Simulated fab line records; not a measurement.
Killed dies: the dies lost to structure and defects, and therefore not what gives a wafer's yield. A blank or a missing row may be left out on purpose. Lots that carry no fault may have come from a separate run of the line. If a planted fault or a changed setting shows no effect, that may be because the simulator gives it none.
Comparing a struck lot with a sound one ; flow sfqLine ; 42 out of 325 route steps
Sound: the wafers L507.1, L507.2, L507.3. Struck: wafer L514.5 (left out: L514.3, L514.6 of the same lot, which were not struck); the cause appears at the end.
Order at every step that has rows: each side's tool, ch and its chambers, its first start. Under that, the readings that differ: sound wafers ; struck wafers ; difference of the means ; sigmas: that difference in standard deviations of wafers without a fault.
alike: same words and numbers on both sides, and readings whose means sit less than 2 such deviations apart. not compared: any withheld reading, any reading some wafer has no value for, any bound like >300 that may hide the same value, and any number with overlapping values for which the record gives no deviation.
A row with sigmas, a row that says differs or no value, or rows on one side alone: a step with any of these is where the two part. Non-overlapping numbers with no deviation appear without sigmas and do not part them. A reading missing from all wafers of one side parts the sides only when that side holds two or more wafers.

first, 6 steps without rows for these wafers: SFQ_TRILAYER_M2_LITHO_COAT_062 (resist thk 62 nm); SFQ_TRILAYER_M2_LITHO_COAT_057 (resist thk 600 nm); SFQ_TRILAYER_M2_LITHO_SOFTBAKE_061; SFQ_TRILAYER_M2_LITHO_EXPOSE_058 (exposes mask M2, target cd 500 nm); SFQ_TRILAYER_M2_LITHO_PEB_060 (peb time 60 s); SFQ_TRILAYER_M2_LITHO_DEVELOP_059 (time 60 s).
SFQ_M2_OVL_MEAS_916:
  struck on overlay-01, day 34 22:32; sound on overlay-02, day 32 06:41
  alike: M2_OVL
then, 2 steps without rows for these wafers: SFQ_TRILAYER_M2_BARC_OPEN_METAL_ETCH_077 (etches BARC in O2, target depth 125 nm, time 41.7 s); SFQ_TRILAYER_M2_ETCH_METAL_ETCH_060 (etches Nb in Cl2/Ar, stops on SiO2, target depth 240 nm, time 120 s).
SFQ_TRILAYER_M2_STRIP_STRIP_061: strips in O2.
  sound on rieMetal-02 ch 0,1, day 32 06:54; struck on rieMetal-01 ch 0, day 34 22:57
  alike: drypumpMotorCurrentA, oesProductAu
  not compared: rfHoursCounterH
then, 1 step without rows for these wafers: SFQ_TRILAYER_M2_STRIP_SOLV_CLEAN_062 (cleans in NMP, time 600 s).
SFQ_TRILAYER_I2_DEP_PECVD_063: deposits SiO2 from SiH4/N2O, time 111.11 s, target thk 500 nm.
  sound on pecvd-03 ch 0,1,2, day 32 07:40; struck on pecvd-04 ch 2, day 34 23:31
  alike: heaterPowerW, throttleValvePct
SFQ_TRILAYER_I2_CMP_CMP_064: polishes SiO2.
  sound on cmp-02 ch 0,1,3, day 32 08:15; struck on cmp-02 ch 3, day 35 02:52
reading;sound;struck;difference;sigmas
timeToEndpointS (s);214 201 216;237;+27;+3
model.SiO2_of_TRILAYER_I2_DEP_PECVD_063.thkNm (nm);198.8 197.5 198.8;148.7;-49.7;
  alike: motorCurrentA, platenRpm, retainingRingPressureFrac
SFQ_I2_BOW_MEAS_917:
  struck on filmMetro-02, day 35 05:13; sound on filmMetro-04, day 32 10:45
  not compared: I2_BOW
SFQ_TRILAYER_I2_METRO_MEASURE_065:
  struck on filmMetro-02, day 35 08:38; sound on filmMetro-04, day 32 10:52
reading;sound;struck;difference;sigmas
thkNm (nm);198.8 197.5 198.9;148.7;-49.7;-41
then, 6 steps without rows for these wafers: SFQ_TRILAYER_I2_VIA_LITHO_COAT_072 (resist thk 62 nm); SFQ_TRILAYER_I2_VIA_LITHO_COAT_067 (resist thk 650 nm); SFQ_TRILAYER_I2_VIA_LITHO_SOFTBAKE_071; SFQ_TRILAYER_I2_VIA_LITHO_EXPOSE_068 (exposes mask I2, target cd 500 nm); SFQ_TRILAYER_I2_VIA_LITHO_PEB_070 (peb time 60 s); SFQ_TRILAYER_I2_VIA_LITHO_DEVELOP_069 (time 60 s).
-- the record jumps here: 6 days lie between the struck wafers' starts before and after --
SFQ_I2_OVL_MEAS_918:
  struck on overlay-02, day 41 08:22; sound on overlay-02, day 39 05:57
  alike: I2_OVL
then, 1 step without rows for these wafers: SFQ_TRILAYER_I2_VIA_BARC_OPEN_VIA_ETCH_096 (etches BARC in O2, target depth 125 nm, time 41.7 s).
SFQ_TRILAYER_I2_VIA_ETCH_VIA_ETCH_070: etches SiO2 in CHF3, stops on Nb, target depth 260 nm.
  sound on rieDiel-02 ch 0,1,2, day 39 06:02; struck on rieDiel-04 ch 2, day 41 08:26
reading;sound;struck;difference;sigmas
oesProductAu (a.u.);0.846 0.859 0.857;0.739;-0.115;-21
model.I2.featureDepthNm (nm);198.8 197.5 198.8;148.7;-49.7;
model.etch.depthNm (nm);198.8 197.5 198.8;148.7;-49.7;
  alike: drypumpMotorCurrentA
SFQ_TRILAYER_I2_VIA_STRIP_STRIP_071: strips in O2.
  sound on rieMetal-02 ch 0,1, day 39 06:08; struck on rieMetal-04 ch 0, day 41 08:44
  alike: drypumpMotorCurrentA, oesProductAu
  not compared: rfHoursCounterH
then, 1 step without rows for these wafers: SFQ_TRILAYER_I2_VIA_STRIP_SOLV_CLEAN_072 (cleans in NMP, time 600 s).
SFQ_TRILAYER_M3_DEP_PRE_CLEAN_074: time 22.5 s.
  struck on pvdSputter-06, day 41 09:19; sound on pvdSputter-06, day 39 06:55
reading;sound;struck;difference;sigmas
model.SiO2_of_TRILAYER_I2_DEP_PECVD_063.thkNm (nm);191.3 190 191.3;141.2;-49.7;
then, 1 step without rows for these wafers: SFQ_TRILAYER_M3_DEP_SPUTTER_073 (material Nb, target thk 200 nm, time 133.3 s).
SFQ_M3_RS_MEAS_919: the measuring method here is four-point-probe.
  struck on filmMetro-03, day 41 09:28; sound on filmMetro-02, day 39 07:02
  alike: M3_NB_RS
then, 6 steps without rows for these wafers: SFQ_TRILAYER_M3_LITHO_COAT_080 (resist thk 62 nm); SFQ_TRILAYER_M3_LITHO_COAT_075 (resist thk 600 nm); SFQ_TRILAYER_M3_LITHO_SOFTBAKE_079; SFQ_TRILAYER_M3_LITHO_EXPOSE_076 (exposes mask M3, target cd 500 nm); SFQ_TRILAYER_M3_LITHO_PEB_078 (peb time 60 s); SFQ_TRILAYER_M3_LITHO_DEVELOP_077 (time 60 s).
-- the record jumps here: 6 days lie between the struck wafers' starts before and after --
SFQ_M3_OVL_MEAS_921:
  struck on overlay-01, day 47 11:16; sound on overlay-02, day 44 21:55
  alike: M3_OVL
SFQ_TRILAYER_M3_BARC_OPEN_METAL_ETCH_100: etches BARC in O2, target depth 125 nm, time 41.7 s.
  sound on rieMetal-03 ch 0,1, day 44 21:58; struck on rieMetal-04 ch 1, day 47 11:19
  alike: drypumpMotorCurrentA, oesProductAu
  not compared: rfHoursCounterH
then, 3 steps without rows for these wafers: SFQ_TRILAYER_M3_ETCH_METAL_ETCH_078 (etches Nb in Cl2/Ar, stops on SiO2, target depth 240 nm, time 120 s); SFQ_TRILAYER_M3_STRIP_STRIP_079 (strips in O2); SFQ_TRILAYER_M3_STRIP_SOLV_CLEAN_080 (cleans in NMP, time 600 s).
SFQ_TRILAYER_I3_DEP_PECVD_081: deposits SiO2 from SiH4/N2O, time 111.11 s, target thk 500 nm.
  sound on pecvd-01 ch 0,1, day 44 22:55; struck on pecvd-03 ch 0, day 47 12:15
reading;sound;struck;difference;sigmas
heaterPowerW (W);80 74 76;107;+30;+2
throttleValvePct (%);26.0 24.4 24.5;22.1;-2.9;-2
-- the record jumps here: 41 days lie between the struck wafers' starts before and after --
SFQ_M8_BOW_MEAS_951:
  struck on filmMetro-01, day 88 18:31; sound on filmMetro-02, day 74 03:59
reading;sound;struck;difference;sigmas
M8_BOW (um);13 14 28;-3;-21;-3
model.etest.i2.linkOhm;1.959 1.956 1.956;1.923;-0.034;

WHERE THEY PART
Last at SFQ_M8_BOW_MEAS_951 as far as this record goes, first at SFQ_TRILAYER_I2_CMP_CMP_064.

WHY: whatever the simulator had introduced
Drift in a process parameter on cmp-02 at SFQ_TRILAYER_I2_CMP_CMP_064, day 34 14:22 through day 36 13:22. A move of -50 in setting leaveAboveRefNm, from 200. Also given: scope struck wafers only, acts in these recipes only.
